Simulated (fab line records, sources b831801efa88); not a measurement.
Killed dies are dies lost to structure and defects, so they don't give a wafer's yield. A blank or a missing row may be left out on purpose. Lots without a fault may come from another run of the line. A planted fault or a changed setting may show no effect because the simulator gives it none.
A struck lot beside a sound one | flow sky130 | 15 steps out of a route of 708
Sound: wafers L978.3, L978.5, L978.6. Struck: wafer L976.4. (L976.2, L976.3 of the same lot were not struck and are left out.) The cause comes at the end.
At each step with rows: each side's tool, then ch and its chambers, then its first start. Under that, the readings that differ: sound wafers | struck wafers | difference of the means | sigmas: that difference in standard deviations of wafers without a fault.
alike: readings whose means differ by less than 2 such deviations, and words and numbers that are the same on both sides. not compared: withheld readings, readings that some wafer has no value for, bounds like >300 that may hide the same value, and numbers for which the record gives no deviation and whose values overlap.
The two part at a step that has a row with sigmas, a row that says differs or no value, or rows on one side only. Numbers that don't overlap but have no deviation are shown without sigmas and don't part them. A reading that every wafer of one side lacks parts them only if that side has two wafers or more.

first, 3 steps without rows for these wafers: SKY_CONTACT_EXPOSE_11 (exposes mask CTM1, target cd 170 nm); SKY_CONTACT_PEB_12; SKY_CONTACT_DEVELOP_13 (develop time 60 s).
SKY_CONTACT_CD_MEAS_14: target cd 170 nm.
  sound on cd_sem-01, day 38 10:26; struck on cd_sem-01, day 37 17:23
  alike: cd_nm
SKY_CONTACT_OVL_MEAS_15:
  sound on overlay-01, day 38 10:32; struck on overlay-02, day 37 17:29
  alike: CONTACT_OVL
SKY_CONTACT_ETCH_16: etches BARC in N2/H2, stops on SiO2, time 45.9 s, target depth 60 nm.
  sound on rie_diel-04 ch 0,1,2, day 38 10:34; struck on rie_diel-03 ch 3, day 37 17:31
  alike: drypump_motor_current_A, oes_product_au, throttle_valve_pct
  not compared: rf_hours_counter_h
SKY_CONTACT_ETCH_17: etches SiO2 in C4F8/O2/Ar, stops on Si3N4, target depth 340 nm.
  sound on rie_diel-04 ch 0,1,2, day 38 10:36; struck on rie_diel-03 ch 3, day 37 17:34
  reading               | sound             | struck | difference | sigmas
  oes_product_au (a.u.) | 0.899 0.895 0.896 | 0.887  | -0.010     | -2
SKY_CONTACT_ETCH_18: etches Si3N4 in CHF3/O2, stops on TiN, time 39 s, target depth 75 nm.
  sound on rie_diel-04 ch 0,1,2; struck on rie_diel-03 ch 3
  reading               | sound             | struck | difference | sigmas
  oes_product_au (a.u.) | 0.848 0.855 0.862 | 0.834  | -0.021     | -3
  alike: drypump_motor_current_A, throttle_valve_pct
  not compared: rf_hours_counter_h
SKY_CONTACT_STRIP_19: strips in O2/N2.
  sound on plasma_asher-03 ch 0,1, day 38 10:44; struck on plasma_asher-04 ch 0, day 37 17:39
  alike: drypump_motor_current_A, oes_product_au, strip_time_to_endpoint_s
  not compared: rf_hours_counter_h
then, 3 steps without rows for these wafers: SKY_CONTACT_STRIP_20 (strips in post etch residue remover, time 1200 s); SKY_CONTACT_CLEAN_21 (cleans in IPA, time 180 s); SKY_CONTACT_CLEAN_22 (cleans in O3/DIW).
SKY_CONTACT_SPUTTER_23: material TiN, target thk 20 nm, time 80 s.
  sound on pvd_sputter-01, day 38 11:17; struck on pvd_sputter-03, day 37 18:17
  reading                                     | sound             | struck | difference | sigmas
  model.TiN_of_CONTACT_SPUTTER_23.thk_nm (nm) | 19.93 20.27 19.87 | 33.38  | +13.36     |
  alike: throttle_valve_pct
SKY_CONTACT_CVD_24: deposits W, target thk 340 nm, time 102.12 s.
  sound on cvd_w-01 ch 0,1, day 38 11:23; struck on cvd_w-01 ch 1, day 37 18:20
  alike: heater_power_w
  not compared: since_wet_clean_h
then, 1 step without rows for these wafers: SKY_PAD_OPEN_PROBE_99.

WHERE THEY PART
First at SKY_CONTACT_ETCH_17; last, within this record, at SKY_CONTACT_ETCH_18. Later steps at which nothing parts them and some readings are alike: SKY_CONTACT_STRIP_19, SKY_CONTACT_SPUTTER_23, SKY_CONTACT_CVD_24.

WHY: what the simulator had put in
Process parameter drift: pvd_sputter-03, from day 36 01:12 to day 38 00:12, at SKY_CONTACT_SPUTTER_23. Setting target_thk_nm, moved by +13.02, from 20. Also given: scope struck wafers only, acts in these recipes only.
